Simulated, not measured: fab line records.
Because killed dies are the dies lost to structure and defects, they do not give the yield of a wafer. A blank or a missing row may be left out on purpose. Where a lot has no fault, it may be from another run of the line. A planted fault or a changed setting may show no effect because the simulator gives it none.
Problem report, 8D (eight disciplines) form, completed by code -- flow gf180mcu -- the parts of the form that need people (team, actions taken, sign-off) are left out

1. THE ISSUE
Mean of cdNm at GF_M5_CD_MEAS_07: 290.8 nm across 6 wafers in 2 lots; on wafers with no fault it is 280.3 nm (standard deviation 1.3). Measured from the usual mean, that is +8.1 standard deviations.
The step: target cd 280 nm.
Seen first at day 29 02:27 on cdSem-01, wafer L708.3. The record holds 39 wafers of 13 lots with a number at this step. The rule behind "out" and "out of limits": a value lying over 4 standard deviations away from the usual mean. The other wafers with a number count as sound.

2. WHAT IT IS, WHAT IT ISN'T
question,is,is not
which readings at this step,cdNm,-
which lots,"L708, L710","L699, L700, L701, L702, L711, L712, L713, L715, L716, L720, L722"
which wafers of those lots,all that have a number,-
read on which gauges,"cdSem-01, cdSem-02",-
when,from day 29 02:27,"up to then (12 sound wafers); but 21 sound wafers of L711, L712, L713, L715, L716, L720, L722 came after"

3. WHAT RULES OUT EACH SUSPECT
Counting: a tool at a process step up to the reading stays a suspect if it ran every lot that is out and no sound lot after the first of them.
- the gauge at GF_M5_CD_MEAS_07: ruled out. The wafers that are out were read on 2 gauges (cdSem-01, cdSem-02).
- pvdSputter-02 at GF_V4_SPUTTER_21 (material Ti, target thk 15 nm, time 80.02 s): ruled out as a lasting fault. Following L708 (day 27 09:04), the first lot on it that is out, the sound lots L711 were run on it.
- plasmaAsher-04 at GF_MIM_STRIP_20 (strips in O2/N2): ruled out as a lasting fault. Following L708 (day 28 06:27), the first lot on it that is out, the sound lots L713, L716 were run on it.
- lithoTrack-01 at GF_M5_SOFTBAKE_03 (time 60 s): kept. It ran every lot that is out, first L708 (day 28 16:36), and no sound lot after that; its last sound lot up to then is L701 (day 26 10:24). On those wafers its own readings are out: heaterPowerTotalW, plateTempC.
Left after counting: lithoTrack-01 at GF_M5_SOFTBAKE_03.

4. THE CAUSE (what the simulator had put in)
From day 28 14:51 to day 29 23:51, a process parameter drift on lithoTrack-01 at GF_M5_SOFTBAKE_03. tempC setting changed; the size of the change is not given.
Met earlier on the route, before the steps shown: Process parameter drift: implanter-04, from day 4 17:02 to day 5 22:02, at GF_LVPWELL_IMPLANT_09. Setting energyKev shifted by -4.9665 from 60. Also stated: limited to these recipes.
This tool alone remained once counting was done.

5. THE EFFECT CHAIN, in route order
Rows list readings where the struck wafers' mean (over those with a number) sits beyond 3 standard deviations from the usual. Scope: only readings with a usual standard deviation given in the record; hours: median across lots of the time from each lot's start at the first step in this table that gives one to its start at this step; sigmas: change in usual standard deviations.
hours,step,reading,usual,on struck wafers,change,sigmas
0,GF_M5_SOFTBAKE_03,heaterPowerTotalW,93.05 W,88.69,-4.36,-74
0,GF_M5_SOFTBAKE_03,plateTempC,129.99 C,125.34,-4.65,-31
10,GF_M5_CD_MEAS_07,cdNm,280.3 nm,290.8,+10.5,+8.1
Process steps it contains:
- GF_M5_SOFTBAKE_03: time 60 s.

6. WHAT WOULD HAVE CAUGHT IT SOONER
Counted from the fault's start at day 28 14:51, it took 12 hours until the first out-of-limits reading at a measuring or inspecting step in this record, taken at day 29 02:27.
At GF_M5_SOFTBAKE_03, the tool's own readings (heaterPowerTotalW, plateTempC) were out on each struck wafer the step has a row for, so an alarm limit on them would have fired on the first such wafer.
Of the lots that are out (2), L710 began GF_M5_SOFTBAKE_03 on lithoTrack-01 after day 29 02:27. Putting the tool on hold at that point would have spared it.
